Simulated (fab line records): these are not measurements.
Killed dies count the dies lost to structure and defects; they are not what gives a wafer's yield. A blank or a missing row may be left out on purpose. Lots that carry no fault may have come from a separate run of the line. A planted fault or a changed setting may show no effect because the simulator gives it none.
2 desks, one fault	flow sky130	numbers are kept per desk, each desk with only its own; the story behind them comes last

THE METROLOGY DESK
Means of the sampled wafers that have a number, per lot and without regard to the tool the lot ran on: this is what the gauges read. A lot is out of limits, marked OUT, if its mean lies more than 4 standard deviations from the usual mean; the brackets give that distance.
Columns: A = cd-nm at SKY_LI_CONTACT_CD_MEAS_12, usual 169.8 nm; B = LI_CONTACT_OVL at SKY_LI_CONTACT_OVL_MEAS_13, usual 0 nm
lot	first seen here	A	B
L674	day 29 11:42	169.3	3
L683	day 32 06:41	170.5	6
L687	day 33 18:44	169.6	-1
L688	day 33 23:00	170.5	-5
L693	day 35 14:32	167.9	-3
L696	day 36 11:24	168.2	4
Finding of this desk: none of the 6 lots has anything out of limits.

THE TOOL OWNER'S DESK: pvd-sputter-04
The tool's own readings at SKY_LI_CONTACT_SPUTTER_19 (material Ti, target thk 20 nm, time 106.37 s): means of the sampled wafers that have a number, for each lot that ran on this tool. A lot is out of limits, marked OUT, if its mean lies more than 4 standard deviations from the usual mean; the brackets give that distance.
Columns: A = throttle-valve-pct at SKY_LI_CONTACT_SPUTTER_19, usual 30.2 %
lot	first seen here	A
L674	day 29 12:14	30.9
L683	day 32 07:16	30.6
L687	day 33 19:21	30.6
L688	day 33 23:33	30.9
L696	day 36 11:58	30.6
Finding of this desk: none of the 5 lots has anything out of limits.

TAKEN TOGETHER
The metrology desk saw nothing out of limits.
Nothing out of limits was seen by the tool owner's desk.

WHAT THE SIMULATOR PUT IN
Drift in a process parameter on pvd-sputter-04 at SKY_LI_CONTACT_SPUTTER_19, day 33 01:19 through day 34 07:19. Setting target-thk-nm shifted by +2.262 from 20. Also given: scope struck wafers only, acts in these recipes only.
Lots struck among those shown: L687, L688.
